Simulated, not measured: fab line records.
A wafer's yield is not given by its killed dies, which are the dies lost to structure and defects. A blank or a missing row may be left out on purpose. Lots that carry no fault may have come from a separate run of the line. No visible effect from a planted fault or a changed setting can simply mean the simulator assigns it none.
fab line records + flow sky130
[record]
- lots = 13
- wafers = 39
- last-day = 50
route steps=708 shown LOCAL_INTERCONNECT@388 PAD_OPEN@708
lots untouched by any fault: they come from a run of this same line in which no faults occurred
start-h: start of the lot's first displayed wafer, in hours after the record's first day + wait-h: how many hours have passed since the lot's step before this one + " unchanged from the row above + L1.1+2: several wafers, shown together as one row + - no value, or no start was given + * or withheld: withheld + < > ~ a bound
route shown NAME@n: names a module that has steps shown in the file, with the first one's number in the route + usual: mean and standard deviation over wafers with no fault + same: alike in all rows + chamber/n: place in a boat + sites: each site's reading + _std_site: standard deviation across them + _edge_site: the outer-site mean with the inner-site mean subtracted + radius-mm: how far each site lies from the wafer's centre + mask NAME#n: copy n + behind: the last tool/chamber to shape the wafer + hold: why the lot was held/for how many hours/how that ended + device: whichever transistor did not switch (one of n, p or np) + end of line: tests of these same wafers at the route's end + for a step that has no rows: nothing shown but its recipe + killed: dies lost to structure and defects at the first sort, not the wafer's yield + map: per-die view of a wafer (x killed, . not killed, _ where there is no die)
set.NAME: the setting as run; set.NAME@STEP: as run at that earlier step + model.NAME: the simulator's own value behind a step, which no gauge read
the route's steps for a sample of lots (tables are steps, rows are wafers)
services: when a tool's chamber went out of use (start-h, in hours from the record's first day, below 0 if earlier), for how many hours, and the reason
[[steps]]
[step SKY_LOCAL_INTERCONNECT_RS_MEAS_01]
[recipe]
- thk-meas-gauge = four-point-probe
- reads = TiN_of_LOCAL_INTERCONNECT_SPUTTER_00
[usual]
- LOCAL_INTERCONNECT_TIN_RS = 14.01/0.16
| lot.wafer | tool          | chamber | start-h | wait-h | LOCAL_INTERCONNECT_TIN_RS[ohm/sq] |
|-----------|---------------|---------|---------|--------|-----------------------------------|
| L526.3    | film-metro-01 | -       | 674.47  | 0.1    | 14.09                             |
| L526.5    | "             | -       | "       | "      | 14.08                             |
| L526.6    | "             | -       | "       | "      | 13.82                             |
| L525.1    | film-metro-03 | -       | 675.68  | 0.0    | 14.12                             |
| L525.2    | "             | -       | "       | "      | 14.05                             |
| L525.5    | "             | -       | "       | "      | 13.92                             |
| L528.2    | film-metro-01 | -       | 696.05  | 0.1    | 13.81                             |
| L528.4    | "             | -       | "       | "      | 13.95                             |
| L528.6    | "             | -       | "       | "      | 14.15                             |
| L531.3    | film-metro-01 | -       | 735.17  | 0.1    | 14.33                             |
| L531.4    | "             | -       | "       | "      | 14.36                             |
| L531.6    | "             | -       | "       | "      | 14.28                             |
| L530.4    | film-metro-03 | -       | 737.24  | 0.1    | 13.92                             |
| L530.5    | "             | -       | "       | "      | 14.21                             |
| L530.6    | "             | -       | "       | "      | 14.02                             |
| L532.2    | film-metro-03 | -       | 741.05  | 0.1    | 14.04                             |
| L532.3    | "             | -       | "       | "      | 13.91                             |
| L532.5    | "             | -       | "       | "      | 14.06                             |
| L534.1    | film-metro-03 | -       | 749.77  | 0.0    | 13.94                             |
| L534.3    | "             | -       | "       | "      | 13.93                             |
| L534.4    | "             | -       | "       | "      | 14.26                             |
| L535.2    | film-metro-03 | -       | 753.80  | 0.1    | 14.00                             |
| L535.3    | "             | -       | "       | "      | 14.12                             |
| L535.6    | "             | -       | "       | "      | 14.03                             |
| L536.3    | film-metro-01 | -       | 771.82  | 0.1    | 13.95                             |
| L536.4    | "             | -       | "       | "      | 14.08                             |
| L536.6    | "             | -       | "       | "      | 14.16                             |
| L542.4    | film-metro-03 | -       | 809.16  | 0.1    | 14.09                             |
| L542.5    | "             | -       | "       | "      | 14.22                             |
| L542.6    | "             | -       | "       | "      | 14.10                             |
| L543.4    | film-metro-01 | -       | 811.71  | 0.1    | 13.72                             |
| L543.5    | "             | -       | "       | "      | 13.72                             |
| L543.6    | "             | -       | "       | "      | 13.83                             |
| L546.1    | film-metro-03 | -       | 835.50  | 0.0    | 14.11                             |
| L546.2    | "             | -       | "       | "      | 14.27                             |
| L546.5    | "             | -       | "       | "      | 14.15                             |
| L548.3    | film-metro-03 | -       | 851.27  | 0.1    | 13.85                             |
| L548.4    | "             | -       | "       | "      | 13.90                             |
| L548.5    | "             | -       | "       | "      | 14.09                             |
[step SKY_LOCAL_INTERCONNECT_COAT_06]
[recipe]
- resist = KrF-thick
- spin-rpm = 3000
- resist-thk-nm = 450
[usual]
- dispense-pressure-kPa = 53/5.8
- spin-speed-rpm = 3000.4/1.9
| lot.wafer | tool           | chamber | start-h | wait-h | dispense-pressure-kPa | spin-speed-rpm |
|-----------|----------------|---------|---------|--------|-----------------------|----------------|
| L526.3    | litho-track-03 | 0       | 687     | -      | 58                    | 3000.4         |
| L526.5    | "              | 0       | "       | "      | 58                    | 2998.2         |
| L526.6    | "              | 0       | "       | "      | 58                    | 3001.4         |
| L525.1    | litho-track-03 | 0       | 688     | -      | 58                    | 3001.2         |
| L525.2    | "              | 0       | "       | "      | 58                    | 3000.8         |
| L525.5    | "              | 0       | "       | "      | 58                    | 3000.3         |
| L528.2    | litho-track-04 | 0       | 708     | -      | 55                    | 2999.2         |
| L528.4    | "              | 0       | "       | "      | 55                    | 3004.2         |
| L528.6    | "              | 0       | "       | "      | 55                    | 3001.5         |
| L531.3    | litho-track-01 | 0       | 748     | -      | 44                    | 3000.6         |
| L531.4    | "              | 0       | "       | "      | 44                    | 3003.0         |
| L531.6    | "              | 0       | "       | "      | 44                    | 3000.9         |
| L530.4    | litho-track-03 | 0       | 749     | -      | 58                    | 3003.3         |
| L530.5    | "              | 0       | "       | "      | 58                    | 3000.6         |
| L530.6    | "              | 0       | "       | "      | 58                    | 3000.8         |
| L532.2    | litho-track-04 | 0       | 753     | -      | 55                    | 2999.3         |
| L532.3    | "              | 0       | "       | "      | 55                    | 3002.6         |
| L532.5    | "              | 0       | "       | "      | 55                    | 3001.1         |
| L534.1    | litho-track-04 | 0       | 764     | -      | 55                    | 2927.8         |
| L534.3    | "              | 0       | "       | "      | 55                    | 2929.4         |
| L534.4    | "              | 0       | "       | "      | 55                    | 2929.0         |
| L535.2    | litho-track-04 | 0       | 768     | -      | 55                    | 2923.1         |
| L535.3    | "              | 0       | "       | "      | 55                    | 2926.4         |
| L535.6    | "              | 0       | "       | "      | 55                    | 2928.3         |
| L536.3    | litho-track-03 | 0       | 783     | -      | 58                    | 2999.1         |
| L536.4    | "              | 0       | "       | "      | 58                    | 2998.7         |
| L536.6    | "              | 0       | "       | "      | 58                    | 3003.6         |
| L542.4    | litho-track-01 | 0       | 823     | -      | 44                    | 3001.8         |
| L542.5    | "              | 0       | "       | "      | 44                    | 2998.6         |
| L542.6    | "              | 0       | "       | "      | 44                    | 2996.9         |
| L543.4    | litho-track-01 | 0       | 826     | -      | 44                    | 3001.8         |
| L543.5    | "              | 0       | "       | "      | 44                    | 2998.1         |
| L543.6    | "              | 0       | "       | "      | 44                    | 3002.9         |
| L546.1    | litho-track-04 | 0       | 848     | -      | 55                    | 2994.5         |
| L546.2    | "              | 0       | "       | "      | 55                    | 2996.7         |
| L546.5    | "              | 0       | "       | "      | 55                    | 3000.4         |
| L548.3    | litho-track-03 | 0       | 863     | -      | 58                    | 2997.9         |
| L548.4    | "              | 0       | "       | "      | 58                    | 3000.5         |
| L548.5    | "              | 0       | "       | "      | 58                    | 3002.9         |
[step SKY_LOCAL_INTERCONNECT_CD_MEAS_11]
[recipe]
- target-cd-nm = 170
[usual]
- cd-nm = 170.1/1.5
| lot.wafer | tool      | chamber | start-h | wait-h | cd-nm |
|-----------|-----------|---------|---------|--------|-------|
| L526.3    | cd-sem-02 | -       | 700.13  | -      | 169.4 |
| L526.5    | "         | -       | "       | "      | 170.6 |
| L526.6    | "         | -       | "       | "      | 170.1 |
| L525.1    | cd-sem-02 | -       | 701.59  | -      | 170.0 |
| L525.2    | "         | -       | "       | "      | 169.5 |
| L525.5    | "         | -       | "       | "      | 168.5 |
| L528.2    | cd-sem-01 | -       | 721.46  | -      | 169.3 |
| L528.4    | "         | -       | "       | "      | 171.3 |
| L528.6    | "         | -       | "       | "      | 170.1 |
| L531.3    | cd-sem-01 | -       | 761.83  | -      | 170.3 |
| L531.4    | "         | -       | "       | "      | 171.3 |
| L531.6    | "         | -       | "       | "      | 171.3 |
| L530.4    | cd-sem-02 | -       | 764.48  | -      | 170.3 |
| L530.5    | "         | -       | "       | "      | 170.5 |
| L530.6    | "         | -       | "       | "      | 170.9 |
| L532.2    | cd-sem-02 | -       | 768.51  | -      | 172.3 |
| L532.3    | "         | -       | "       | "      | 171.5 |
| L532.5    | "         | -       | "       | "      | 172.0 |
| L534.1    | cd-sem-01 | -       | 777.04  | -      | 170.4 |
| L534.3    | "         | -       | "       | "      | 170.0 |
| L534.4    | "         | -       | "       | "      | 169.6 |
| L535.2    | cd-sem-02 | -       | 780.11  | -      | 168.5 |
| L535.3    | "         | -       | "       | "      | 169.2 |
| L535.6    | "         | -       | "       | "      | 169.5 |
| L536.3    | cd-sem-02 | -       | 797.78  | -      | 173.4 |
| L536.4    | "         | -       | "       | "      | 173.5 |
| L536.6    | "         | -       | "       | "      | 173.8 |
| L542.4    | cd-sem-02 | -       | 836.81  | -      | 170.3 |
| L542.5    | "         | -       | "       | "      | 170.6 |
| L542.6    | "         | -       | "       | "      | 169.5 |
| L543.4    | cd-sem-01 | -       | 839.58  | -      | 169.8 |
| L543.5    | "         | -       | "       | "      | 168.2 |
| L543.6    | "         | -       | "       | "      | 170.0 |
| L546.1    | cd-sem-02 | -       | 860.80  | -      | 170.1 |
| L546.2    | "         | -       | "       | "      | 170.2 |
| L546.5    | "         | -       | "       | "      | 170.5 |
| L548.3    | cd-sem-02 | -       | 876.41  | -      | 172.0 |
| L548.4    | "         | -       | "       | "      | 172.0 |
| L548.5    | "         | -       | "       | "      | 172.5 |
[step SKY_LOCAL_INTERCONNECT_ETCH_13]
[recipe]
- chemistry = N2/H2
- target = BARC
- ion-energy-ev = 200
- bias-w = 100
- pressure-mtorr = 30
- n2-flow-sccm = 100
- h2-flow-sccm = 200
- icp-w = 500
- stop-on = SiO2
- time-s = 45.9
- target-depth-a = 600
[usual]
- drypump-motor-current-A = 5.8/0.54
- oes-product-au = 0.855/0.0044
- throttle-valve-pct = 13.225/0.0089
| lot.wafer | tool         | chamber | start-h | wait-h | drypump-motor-current-A | oes-product-au | rf-hours-counter-h | throttle-valve-pct |
|-----------|--------------|---------|---------|--------|-------------------------|----------------|--------------------|--------------------|
| L526.3    | rie-metal-01 | 1       | 700.26  | 0.0    | 6.2                     | 0.855          | -                  | 13.219             |
| L526.5    | "            | 0       | "       | "      | 4.9                     | 0.849          | -                  | 13.249             |
| L526.6    | "            | 1       | "       | "      | 6.2                     | 0.859          | -                  | 13.227             |
| L525.1    | rie-metal-02 | 1       | 701.74  | 0.0    | 6.0                     | 0.855          | 11                 | 13.233             |
| L525.2    | "            | 0       | "       | "      | 5.5                     | 0.857          | 4                  | 13.239             |
| L525.5    | "            | 1       | "       | "      | 6.1                     | 0.860          | -                  | 13.228             |
| L528.2    | rie-metal-01 | 1       | 721.60  | 0.0    | 6.1                     | 0.848          | 14                 | 13.230             |
| L528.4    | "            | 0       | "       | "      | 4.9                     | 0.862          | -                  | 13.235             |
| L528.6    | "            | 0       | "       | "      | 4.9                     | 0.850          | -                  | 13.206             |
| L531.3    | rie-metal-02 | 1       | 761.97  | 0.0    | 6.1                     | 0.851          | -                  | 13.234             |
| L531.4    | "            | 0       | "       | "      | 5.5                     | 0.857          | -                  | 13.223             |
| L531.6    | "            | 1       | "       | "      | 6.1                     | 0.856          | -                  | 13.205             |
| L530.4    | rie-metal-03 | 1       | 764.59  | 0.0    | 6.4                     | 0.854          | -                  | 13.228             |
| L530.5    | "            | 1       | "       | "      | 6.4                     | 0.850          | -                  | 13.224             |
| L530.6    | "            | 0       | "       | "      | 6.1                     | 0.856          | -                  | 13.228             |
| L532.2    | rie-metal-01 | 0       | 768.65  | 0.0    | 4.9                     | 0.860          | 3                  | 13.236             |
| L532.3    | "            | 0       | "       | "      | 4.9                     | 0.857          | -                  | 13.226             |
| L532.5    | "            | 1       | "       | "      | 6.1                     | 0.860          | -                  | 13.223             |
| L534.1    | rie-metal-03 | 0       | 777.19  | 0.0    | 6.0                     | 0.856          | 4                  | 13.218             |
| L534.3    | "            | 1       | "       | "      | 6.4                     | 0.857          | -                  | 13.232             |
| L534.4    | "            | 0       | "       | "      | 6.0                     | 0.851          | -                  | 13.227             |
| L535.2    | rie-metal-03 | 0       | 780.25  | 0.0    | 6.1                     | 0.857          | 4                  | 13.230             |
| L535.3    | "            | 0       | "       | "      | 6.0                     | 0.860          | -                  | 13.226             |
| L535.6    | "            | 1       | "       | "      | 6.4                     | 0.850          | -                  | 13.243             |
| L536.3    | rie-metal-02 | 1       | 797.91  | 0.0    | 6.1                     | 0.858          | -                  | 13.226             |
| L536.4    | "            | 0       | "       | "      | 5.5                     | 0.854          | -                  | 13.241             |
| L536.6    | "            | 1       | "       | "      | 6.1                     | 0.863          | -                  | 13.224             |
| L542.4    | rie-metal-01 | 1       | 836.92  | 0.0    | 6.1                     | 0.849          | -                  | 13.218             |
| L542.5    | "            | 1       | "       | "      | 6.1                     | 0.846          | -                  | 13.227             |
| L542.6    | "            | 0       | "       | "      | 4.9                     | 0.849          | -                  | 13.221             |
| L543.4    | rie-metal-02 | 0       | 839.69  | 0.0    | 5.5                     | 0.860          | -                  | 13.235             |
| L543.5    | "            | 0       | "       | "      | 5.5                     | 0.856          | -                  | 13.230             |
| L543.6    | "            | 1       | "       | "      | 6.1                     | 0.858          | -                  | 13.212             |
| L546.1    | rie-metal-01 | 1       | 860.95  | 0.0    | 6.2                     | 0.845          | 4                  | 13.214             |
| L546.2    | "            | 0       | "       | "      | 4.9                     | 0.851          | 7                  | 13.212             |
| L546.5    | "            | 1       | "       | "      | 6.2                     | 0.853          | -                  | 13.241             |
| L548.3    | rie-metal-01 | 0       | 876.54  | 0.0    | 4.9                     | 0.854          | -                  | 13.232             |
| L548.4    | "            | 1       | "       | "      | 6.2                     | 0.854          | -                  | 13.232             |
| L548.5    | "            | 0       | "       | "      | 4.9                     | 0.862          | -                  | 13.222             |
[step SKY_PAD_OPEN_PROBE_99]
[usual]
- killed_at_M0_to_M3 = 43/6.8
- killed_at_M4_up = 2.9/1.7
- killed-at-contacts = 24/5.4
- killed-at-front-end = 15/4.8
- killed-at-other = 0.3/0.57
- killed-dies = 85/9.4
- killed-open = 47/7.5
- killed-short = 38/5.7
[same]
- gross-dies = 492
- killed-at-back-side = 0
| lot.wafer | tool      | chamber | start-h | wait-h | killed_at_M0_to_M3 | killed_at_M4_up | killed-at-contacts | killed-at-front-end | killed-at-other | killed-dies | killed-open | killed-short |
|-----------|-----------|---------|---------|--------|--------------------|-----------------|--------------------|---------------------|-----------------|-------------|-------------|--------------|
| L532.2    | prober-02 | -       | 1118.12 | 0.1    | 39                 | 4               | 13                 | 16                  | 0               | 72          | 41          | 31           |
| L532.3    | prober-02 | -       | 1118.17 | 0.2    | 31                 | 6               | 19                 | 17                  | 0               | 73          | 27          | 46           |
| L532.5    | prober-02 | -       | 1118.27 | 0.2    | 41                 | 6               | 20                 | 16                  | 2               | 85          | 45          | 40           |
// killed by level:class
L532.2 VIA1:geometric-particle:open=11 LI_CONTACT:geometric-particle:open=8 METAL2:geometric-particle:short=7 FIELD_ISO:geometric-particle:open=5 POLY_GATE:geometric-particle:open=5 VIA1:geometric-particle:short=5 VIA2:geometric-particle:open=5 CONTACT:geometric-particle:open=4
L532.3 POLY_GATE:geometric-particle:short=9 VIA1:geometric-particle:open=8 LOCAL_INTERCONNECT:geometric-particle:short=8 FIELD_ISO:geometric-particle:short=4 METAL4:geometric-particle:short=4 CONTACT:geometric-particle:open=4 METAL1:geometric-particle:short=4 VIA1:geometric-particle:short=4
L532.5 VIA1:geometric-particle:open=13 CONTACT:geometric-particle:open=6 METAL2:geometric-particle:short=5 VIA1:geometric-particle:short=5 LI_CONTACT:geometric-particle:short=5 LI_CONTACT:geometric-particle:open=5 VIA3:geometric-particle:open=5 FIELD_ISO:geometric-particle:open=4
[[services]]
| tool         | chamber | start-h | hours | kind           |
|--------------|---------|---------|-------|----------------|
| rie-metal-03 | -       | 699.67  | 14.6  | pm             |
| rie-metal-01 | 1       | 709.11  | 5.7   | repair         |
| rie-metal-03 | 1       | 725.35  | 15.3  | repair         |
| rie-metal-01 | 1       | 727.08  | -     | clean          |
| rie-metal-01 | 1       | 727.08  | 26.3  | scheduled-down |
| rie-metal-01 | 1       | 727.08  | 26.3  | vent-cycle     |
| rie-metal-03 | -       | 768.53  | 1.6   | repair         |
[[key]]
[first-sign]
- step = SKY_LOCAL_INTERCONNECT_COAT_06
- reading = spin-speed-rpm
- direction = down
- sigmas = 38
- usual = 3000.4
- struck = 2927.4
effect none on later readings
met-at SKY_LOCAL_INTERCONNECT_COAT_06
struck-lots L534,L535
tester-left-out L534,L535
not-acting-at SKY_LOCAL_INTERCONNECT_RS_MEAS_01,SKY_LOCAL_INTERCONNECT_CD_MEAS_11,SKY_LOCAL_INTERCONNECT_ETCH_13
onset-between 753 764
[fault]
- kind = process-parameter-drift
- tool = litho-track-04
- chamber = -
- onset-h = 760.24
- steps = SKY_LOCAL_INTERCONNECT_COAT_06
- channel = spin-rpm
- offset = -71.521
- shape = step
- end-h = 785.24
- acts-in = these-recipes-only
- stated = 3000
// tester-left-out: of these lots the tester's yield and bins aren't shown, on N5 and GAA mostly nor the transistor test; their killed dies are dies lost to structure and defects alone, not to doping, threshold or leakage, so they don't give the yield
